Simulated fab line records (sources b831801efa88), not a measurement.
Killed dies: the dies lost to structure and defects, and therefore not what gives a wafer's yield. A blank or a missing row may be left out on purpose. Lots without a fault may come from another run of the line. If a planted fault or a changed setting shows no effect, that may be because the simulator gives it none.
Comparing a struck lot with a sound one :: flow gf180mcu :: 28 steps out of a route of 602
Sound: wafers L961.2, L961.3, L961.5. Struck: wafers L958.1, L958.4, L958.6. Last of all comes the cause.
Order at every step that has rows: each side's tool, ch and its chambers, its first start. Under that, the readings that differ: sound wafers :: struck wafers :: difference of the means :: sigmas: that difference in standard deviations of wafers without a fault.
alike: words and numbers the same on both sides, and readings whose means are apart by under 2 such deviations; not compared: readings that were withheld, readings missing a value for some wafer, numbers with overlapping values and no deviation given by the record, and bounds like >300 which may hide the same value.
A row with sigmas, a row that says differs or no value, or rows on one side alone: a step with any of these is where the two part. When numbers do not overlap yet have no deviation, they are printed without sigmas and do not part them. A reading that every wafer of one side lacks parts them only if that side has two wafers or more.

first, 1 step without rows for these wafers: GF_V2_ETCH_17 (etches SiO2 in C4F8/O2/Ar, stops on TiN, target depth 630 nm).
GF_V2_STRIP_18: strips in O2/N2.
  sound on plasma_asher-03 ch 0,1, day 26 20:02; struck on plasma_asher-03 ch 0,1, day 25 21:08
  alike: drypump_motor_current_A, heater_power_w, oes_product_au, platen_temp_c
  not compared: rf_hours_counter_h
then, 3 steps without rows for these wafers: GF_V2_STRIP_19 (strips in post etch residue remover, time 1200 s); GF_V2_CLEAN_20 (cleans in DIW); GF_V2_SPUTTER_21 (material Ti, target thk 15 nm, time 80.02 s).
GF_V2_SPUTTER_22: material TiN, target thk 10 nm, time 40 s.
  struck on pvd_sputter-01, day 25 21:46; sound on pvd_sputter-03, day 26 20:40
  alike: cathode_dc_power_W, chamber_pressure_pa, throttle_valve_pct
GF_V2_CVD_23: deposits W, target thk 350 nm, time 104.94 s.
  sound on cvd_w-01 ch 0,1, day 26 20:42; struck on cvd_w-02 ch 1, day 25 21:49
  alike: heater_power_w
  not compared: since_wet_clean_h
GF_V2_RS_MEAS_24: measures by four-point-probe.
  struck on film_metro-01, day 25 21:55; sound on film_metro-04, day 26 20:50
  alike: V2_W_RS
GF_V2_THK_MEAS_25: measures by xrf.
  struck on film_metro-01, day 25 22:02; sound on film_metro-04, day 26 20:57
  alike: V2_W_THK
then, 3 steps without rows for these wafers: GF_V2_CMP_26 (polishes, stops on SiO2, t overpolish 15 s, target thk 0 nm); GF_M3_SPUTTER_00 (material Ti, target thk 37.5 nm, time 150 s); GF_M3_SPUTTER_01 (material TiN, target thk 30 nm, time 25 s).
GF_M3_SPUTTER_02: material AlCu, target thk 450 nm, time 23.9 s.
  struck on pvd_sputter-03, day 25 22:32; sound on pvd_sputter-04, day 26 21:26
  no value came back on the struck wafers for cathode_dc_power_W (W), chamber_pressure_pa (Pa), throttle_valve_pct (%); on the sound wafers cathode_dc_power_W (W) reads 10601 10598 10601
then, 1 step without rows for these wafers: GF_M3_SPUTTER_03 (material Ti, target thk 10 nm, time 6.7 s).
GF_M3_SPUTTER_04: material TiN, target thk 50 nm, time 41.7 s.
  struck on pvd_sputter-03, day 25 22:35; sound on pvd_sputter-04, day 26 21:29
  alike: cathode_dc_power_W, chamber_pressure_pa, throttle_valve_pct
GF_M3_RS_MEAS_05: measures by four-point-probe.
  struck on film_metro-03, day 25 22:37; sound on film_metro-03, day 26 21:32
reading: M3_ALCU_RS (ohm/sq)
sound: 0.0697 0.0697 0.0698
struck: 7.2006 7.1303 7.2033
difference: +7.1083
sigmas: +99 or more
GF_M3_THK_MEAS_06: measures by xrf.
  struck on film_metro-03, day 25 22:44; sound on film_metro-03, day 26 21:39
reading: M3_ALCU_THK (nm)
sound: 449 447 447
struck: <0 <0 <0
difference: differs
sigmas: 
then, 7 steps without rows for these wafers: GF_M3_DEHYDRATE_07 (time 60 s); GF_M3_HMDS_08 (prime time 60 s); GF_M3_COAT_09 (resist thk 1000 nm); GF_M3_SOFTBAKE_10 (time 60 s); GF_M3_EXPOSE_11 (exposes mask Metal3, target cd 280 nm); GF_M3_PEB_12 (peb time 90 s); GF_M3_DEVELOP_13 (develop time 60 s).
GF_M3_CD_MEAS_14: target cd 280 nm.
  struck on cd_sem-01, day 26 19:31; sound on cd_sem-01, day 27 17:59
  alike: cd_nm
GF_M3_OVL_MEAS_15:
  struck on overlay-01, day 26 19:38; sound on overlay-01, day 27 18:05
  alike: M3_OVL
GF_M3_METAL_ETCH_16: etches the open film in Cl2/BCl3, stops on SiO2, target depth 627.5 nm, time 104.6 s.
  sound on rie_metal-03 ch 0,1, day 27 18:07; struck on rie_metal-04 ch 0,1, day 26 19:40
reading: oes_product_au (a.u.)
sound: 0.980 0.976 0.969
struck: 0.992 0.991 0.993
difference: +0.017
sigmas: +3

reading: throttle_valve_pct (%)
sound: 28.257 28.260 28.273
struck: 28.228 28.235 28.233
difference: -0.031
sigmas: -3
  alike: bias_w, drypump_motor_current_A, mfc_cl2_sccm
  not compared: rf_hours_counter_h
GF_M3_STRIP_17: strips in O2/N2.
  sound on plasma_asher-01 ch 1, day 27 18:14; struck on plasma_asher-04 ch 0,1, day 26 19:47
reading: heater_power_w (W)
sound: 275 271 277
struck: 360 344 341
difference: +74
sigmas: +3

reading: oes_product_au (a.u.)
sound: 0.565 0.561 0.562
struck: 0.554 0.551 0.548
difference: -0.012
sigmas: -2
  alike: drypump_motor_current_A, platen_temp_c, strip_time_to_endpoint_s
  not compared: rf_hours_counter_h

## WHERE THEY PART
At GF_M3_SPUTTER_02 first; at GF_M3_STRIP_17 last (within this record only).

WHY: the cause the simulator had injected
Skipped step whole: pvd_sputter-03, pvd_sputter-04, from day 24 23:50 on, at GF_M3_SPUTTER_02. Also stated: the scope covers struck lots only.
